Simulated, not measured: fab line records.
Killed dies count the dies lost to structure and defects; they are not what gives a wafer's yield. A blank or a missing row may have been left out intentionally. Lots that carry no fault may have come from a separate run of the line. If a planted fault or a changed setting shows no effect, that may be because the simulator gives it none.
Which of the tools did it? | flow gf180mcu | Sampling: 24 lots, 72 wafers, 5 of 602 route steps

== WHAT EACH GAUGE READ, for each wafer ==
GF_M3_RS_MEAS_05: uses a four-point probe to measure.
lot  | measured     | on            | M3_ALCU_RS (ohm/sq)
L074 | day 20 13:22 | film metro-01 | 0.0687 0.0703 0.0686
L075 | day 20 19:47 | film metro-04 | 0.0688 0.0685 0.0665
L076 | day 21 03:34 | film metro-01 | 0.0671 0.0690 0.0692
L077 | day 21 13:22 | film metro-02 | 0.0686 0.0687 0.0685
L078 | day 22 01:10 | film metro-04 | 0.0682 0.0690 0.0702
L079 | day 22 10:50 | film metro-02 | 0.0709 0.0698 0.0706
L080 | day 22 12:14 | film metro-01 | 0.0693 0.0690 0.0688
L081 | day 23 03:37 | film metro-02 | 0.0692 0.0687 0.0685
L082 | day 23 11:30 | film metro-04 | 0.0688 0.0694 0.0700
L083 | day 23 16:06 | film metro-01 | 0.0685 0.0670 0.0684
L084 | day 23 22:20 | film metro-04 | 0.0681 0.0692 0.0681
L085 | day 24 07:44 | film metro-01 | 0.0684 0.0702 0.0683
L086 | day 24 17:46 | film metro-02 | 0.0703 0.0692 0.0703
L087 | day 25 01:47 | film metro-04 | 0.0680 0.0695 0.0683
L088 | day 25 08:59 | film metro-04 | 0.0688 0.0672 0.0669
L089 | day 25 15:21 | film metro-01 | 0.0682 0.0683 0.0682
L090 | day 26 05:47 | film metro-04 | 0.0694 0.0695 0.0699
L091 | day 26 11:34 | film metro-02 | 0.0695 0.0701 0.0694
L092 | day 26 14:21 | film metro-02 | 0.0707 0.0699 0.0690
L093 | day 26 23:52 | film metro-02 | 0.0681 0.0682 0.0697
L094 | day 27 06:02 | film metro-02 | 0.0692 0.0690 0.0690
L095 | day 27 13:32 | film metro-02 | 0.0691 0.0688 0.0707
L096 | day 27 22:06 | film metro-02 | 0.0686 0.0706 0.0708
L097 | day 28 00:08 | film metro-01 | 0.0680 0.0674 0.0683

== WHAT TOOL EACH LOT RAN ON (gives the tool, then ch and the chambers of the sampled wafers, and finally the start) ==
lot  | GF_MVPSD_STRIP_10                    | GF_CONTACT_STRIP_18                  | GF_M1_SPUTTER_00             | GF_V2_SPUTTER_21
L074 | plasma asher-01 ch 0,1, day 5 01:47  | plasma asher-02 ch 0,1, day 16 06:44 | pvd sputter-02, day 16 07:43 | pvd sputter-03, day 20 12:26
L075 | plasma asher-02 ch 0,1, day 5 07:59  | plasma asher-01 ch 1, day 16 12:10   | pvd sputter-02, day 16 13:08 | pvd sputter-03, day 20 18:49
L076 | plasma asher-01 ch 0,1, day 5 12:52  | plasma asher-03 ch 1, day 16 20:22   | pvd sputter-02, day 16 21:21 | pvd sputter-01, day 21 02:38
L077 | plasma asher-03 ch 0,1, day 5 19:51  | plasma asher-01 ch 0,1, day 17 05:59 | pvd sputter-01, day 17 06:58 | pvd sputter-01, day 21 12:26
L078 | plasma asher-02 ch 0,1, day 6 02:10  | plasma asher-02 ch 0,1, day 17 16:52 | pvd sputter-04, day 17 17:48 | pvd sputter-04, day 22 00:12
L079 | plasma asher-01 ch 1, day 6 06:53    | plasma asher-03 ch 0,1, day 18 02:22 | pvd sputter-01, day 18 03:22 | pvd sputter-01, day 22 09:55
L080 | plasma asher-03 ch 0,1, day 6 12:15  | plasma asher-02 ch 0,1, day 18 05:38 | pvd sputter-02, day 18 06:37 | pvd sputter-04, day 22 11:19
L081 | plasma asher-03 ch 0,1, day 6 21:03  | plasma asher-03 ch 0,1, day 18 19:25 | pvd sputter-02, day 18 20:24 | pvd sputter-03, day 23 02:35
L082 | plasma asher-03 ch 0,1, day 7 02:00  | plasma asher-02 ch 0,1, day 19 04:37 | pvd sputter-02, day 19 05:43 | pvd sputter-04, day 23 10:29
L083 | plasma asher-03 ch 0,1, day 7 06:24  | plasma asher-02 ch 0, day 19 10:13   | pvd sputter-04, day 19 11:13 | pvd sputter-03, day 23 15:04
L084 | plasma asher-02 ch 1, day 7 12:29    | plasma asher-02 ch 0,1, day 19 17:40 | pvd sputter-01, day 19 18:45 | pvd sputter-04, day 23 21:10
L085 | plasma asher-02 ch 0,1, day 7 17:27  | plasma asher-01 ch 0,1, day 20 02:07 | pvd sputter-01, day 20 03:07 | pvd sputter-03, day 24 06:49
L086 | plasma asher-02 ch 0,1, day 8 00:02  | plasma asher-02 ch 0,1, day 20 12:55 | pvd sputter-02, day 20 13:52 | pvd sputter-04, day 24 16:47
L087 | plasma asher-02 ch 0,1, day 8 05:23  | plasma asher-02 ch 0,1, day 20 23:02 | pvd sputter-01, day 21 00:01 | pvd sputter-01, day 25 00:52
L088 | plasma asher-03 ch 0,1, day 8 10:56  | plasma asher-01 ch 0,1, day 21 06:59 | pvd sputter-04, day 21 07:59 | pvd sputter-03, day 25 08:04
L089 | plasma asher-03 ch 0,1, day 8 15:48  | plasma asher-01 ch 0,1, day 21 14:28 | pvd sputter-01, day 21 15:28 | pvd sputter-01, day 25 14:26
L090 | plasma asher-01 ch 0,1, day 8 23:26  | plasma asher-03 ch 0,1, day 22 04:31 | pvd sputter-02, day 22 05:31 | pvd sputter-01, day 26 04:52
L091 | plasma asher-01 ch 0,1, day 9 07:17  | plasma asher-01 ch 0, day 22 12:46   | pvd sputter-01, day 22 13:46 | pvd sputter-04, day 26 10:38
L092 | plasma asher-02 ch 0,1, day 9 11:14  | plasma asher-02 ch 0,1, day 22 15:02 | pvd sputter-04, day 22 16:28 | pvd sputter-03, day 26 13:25
L093 | plasma asher-03 ch 0,1, day 9 17:53  | plasma asher-02 ch 0,1, day 23 01:04 | pvd sputter-04, day 23 02:04 | pvd sputter-01, day 26 22:54
L094 | plasma asher-03 ch 0,1, day 9 21:29  | plasma asher-03 ch 0,1, day 23 07:19 | pvd sputter-02, day 23 08:19 | pvd sputter-01, day 27 04:57
L095 | plasma asher-03 ch 0,1, day 10 04:17 | plasma asher-01 ch 0,1, day 23 15:40 | pvd sputter-01, day 23 16:38 | pvd sputter-04, day 27 12:37
L096 | plasma asher-01 ch 0,1, day 10 10:47 | plasma asher-01 ch 0,1, day 23 22:19 | pvd sputter-01, day 24 02:14 | pvd sputter-03, day 27 21:10
L097 | plasma asher-02 ch 0,1, day 10 17:49 | plasma asher-03 ch 0,1, day 24 04:54 | pvd sputter-01, day 24 05:51 | pvd sputter-03, day 27 23:10
- GF_MVPSD_STRIP_10: strips in O2/N2.
- GF_CONTACT_STRIP_18: strips in O2/N2.
- GF_M1_SPUTTER_00: material Ti, target thk 37.5 nm, time 150 s.
- GF_V2_SPUTTER_21: material Ti, target thk 15 nm, time 80.02 s.

== WHAT THE TOOLS THEMSELVES READ (means of the sampled wafers that have a number; where no wafer has one, the mark that the record gives instead) ==
GF_MVPSD_STRIP_10.
lot  | tool            | drypump motor current A (A) | heater power w (W) | oes product au (a.u.) | strip time to endpoint s (s)
L074 | plasma asher-01 | 5.8                         | 352                | 0.720                 | 37.02
L075 | plasma asher-02 | 5.8                         | 365                | 0.723                 | 36.90
L076 | plasma asher-01 | 5.8                         | 351                | 0.722                 | 36.98
L077 | plasma asher-03 | 5.8                         | 365                | 0.724                 | 36.85
L078 | plasma asher-02 | 5.8                         | 362                | 0.721                 | 36.77
L079 | plasma asher-01 | 5.9                         | 346                | 0.721                 | 36.86
L080 | plasma asher-03 | 5.8                         | 367                | 0.723                 | 36.85
L081 | plasma asher-03 | 5.8                         | 375                | 0.723                 | 36.92
L082 | plasma asher-03 | 5.3                         | 337                | 0.726                 | 36.97
L083 | plasma asher-03 | 5.8                         | 374                | 0.725                 | 37.00
L084 | plasma asher-02 | 5.5                         | 392                | 0.720                 | 37.15
L085 | plasma asher-02 | 5.8                         | 360                | 0.724                 | 36.93
L086 | plasma asher-02 | 5.8                         | 362                | 0.718                 | 36.82
L087 | plasma asher-02 | 6.1                         | 323                | 0.719                 | 36.82
L088 | plasma asher-03 | 5.8                         | 371                | 0.720                 | 36.81
L089 | plasma asher-03 | 5.8                         | 369                | 0.727                 | 36.86
L090 | plasma asher-01 | 5.8                         | 353                | 0.723                 | 36.89
L091 | plasma asher-01 | 5.7                         | 354                | 0.722                 | 36.87
L092 | plasma asher-02 | 6.1                         | 320                | 0.722                 | 36.87
L093 | plasma asher-03 | 5.8                         | 378                | 0.728                 | 36.88
L094 | plasma asher-03 | 5.8                         | 368                | 0.723                 | 36.88
L095 | plasma asher-03 | 5.3                         | 336                | 0.718                 | 36.89
L096 | plasma asher-01 | 5.7                         | 353                | 0.723                 | 36.90
L097 | plasma asher-02 | 5.8                         | 361                | 0.720                 | 37.06

GF_CONTACT_STRIP_18.
lot  | tool            | drypump motor current A (A) | heater power w (W) | oes product au (a.u.)
L074 | plasma asher-02 | 6.1                         | 322                | 0.577
L075 | plasma asher-01 | 5.9                         | 349                | 0.576
L076 | plasma asher-03 | 4.9                         | 306                | 0.580
L077 | plasma asher-01 | 5.7                         | 358                | 0.575
L078 | plasma asher-02 | 5.8                         | 362                | 0.577
L079 | plasma asher-03 | 5.3                         | 342                | 0.579
L080 | plasma asher-02 | 6.1                         | 316                | 0.583
L081 | plasma asher-03 | 5.8                         | 372                | 0.579
L082 | plasma asher-02 | 6.1                         | 319                | 0.581
L083 | plasma asher-02 | 6.4                         | 282                | 0.582
L084 | plasma asher-02 | 6.1                         | 319                | 0.579
L085 | plasma asher-01 | 5.8                         | 376                | 0.581
L086 | plasma asher-02 | 5.8                         | 359                | 0.582
L087 | plasma asher-02 | 6.1                         | 321                | 0.580
L088 | plasma asher-01 | 5.8                         | 383                | 0.579
L089 | plasma asher-01 | 5.8                         | 376                | 0.583
L090 | plasma asher-03 | 5.8                         | 372                | 0.581
L091 | plasma asher-01 | 5.6                         | 362                | 0.582
L092 | plasma asher-02 | 5.8                         | 358                | 0.582
L093 | plasma asher-02 | 5.8                         | 361                | 0.579
L094 | plasma asher-03 | 5.8                         | 369                | 0.581
L095 | plasma asher-01 | 5.8                         | 376                | 0.581
L096 | plasma asher-01 | 5.7                         | 371                | 0.577
L097 | plasma asher-03 | 5.8                         | 370                | 0.585

GF_M1_SPUTTER_00.
lot  | tool           | throttle valve pct (%)
L074 | pvd sputter-02 | 30.6
L075 | pvd sputter-02 | 29.9
L076 | pvd sputter-02 | 30.7
L077 | pvd sputter-01 | 30.1
L078 | pvd sputter-04 | 29.3
L079 | pvd sputter-01 | 30.0
L080 | pvd sputter-02 | 30.1
L081 | pvd sputter-02 | 30.2
L082 | pvd sputter-02 | 30.3
L083 | pvd sputter-04 | 29.6
L084 | pvd sputter-01 | 30.1
L085 | pvd sputter-01 | 31.0
L086 | pvd sputter-02 | 30.3
L087 | pvd sputter-01 | 30.2
L088 | pvd sputter-04 | 30.3
L089 | pvd sputter-01 | 30.3
L090 | pvd sputter-02 | 30.5
L091 | pvd sputter-01 | 29.4
L092 | pvd sputter-04 | 30.5
L093 | pvd sputter-04 | 30.6
L094 | pvd sputter-02 | 30.7
L095 | pvd sputter-01 | 30.5
L096 | pvd sputter-01 | 29.9
L097 | pvd sputter-01 | 30.4

GF_V2_SPUTTER_21.
lot  | tool           | throttle valve pct (%)
L074 | pvd sputter-03 | 30.2
L075 | pvd sputter-03 | 29.9
L076 | pvd sputter-01 | 30.4
L077 | pvd sputter-01 | 30.4
L078 | pvd sputter-04 | 31.0
L079 | pvd sputter-01 | 30.4
L080 | pvd sputter-04 | 30.0
L081 | pvd sputter-03 | 30.2
L082 | pvd sputter-04 | 29.2
L083 | pvd sputter-03 | 30.2
L084 | pvd sputter-04 | 30.7
L085 | pvd sputter-03 | 30.2
L086 | pvd sputter-04 | 29.8
L087 | pvd sputter-01 | 30.3
L088 | pvd sputter-03 | 29.9
L089 | pvd sputter-01 | 31.1
L090 | pvd sputter-01 | 30.4
L091 | pvd sputter-04 | 30.6
L092 | pvd sputter-03 | 30.4
L093 | pvd sputter-01 | 29.9
L094 | pvd sputter-01 | 30.4
L095 | pvd sputter-04 | 30.4
L096 | pvd sputter-03 | 30.3
L097 | pvd sputter-03 | 29.9

== THE ANSWER, worked out from the rows above alone ==
Rule: the usual values come from the lots themselves. Put in order of their means at a reading, lots are off if they are a third of the lots or fewer, leave a main group of 4 or more, and stand apart from it by a gap of 3 or more times the standard deviation of the main group's means; of several such gaps the widest counts. A main group whose means are all the same, to the digits that the tables above print for the reading, isn't used. A lot without any number at a reading at which 4 lots or more have one is off too. Any other lot the step has rows for is counted as sound. First the gauges in route order, then the tools' own readings, where a lot's mean is used as printed above. The first step at which some lot is off is used, and at that step the reading that is off furthest; a lot without a number counts as furthest.
No lot is off at any reading shown: from this, nothing can be told.

== WHAT WAS PUT IN BY THE SIMULATOR ==
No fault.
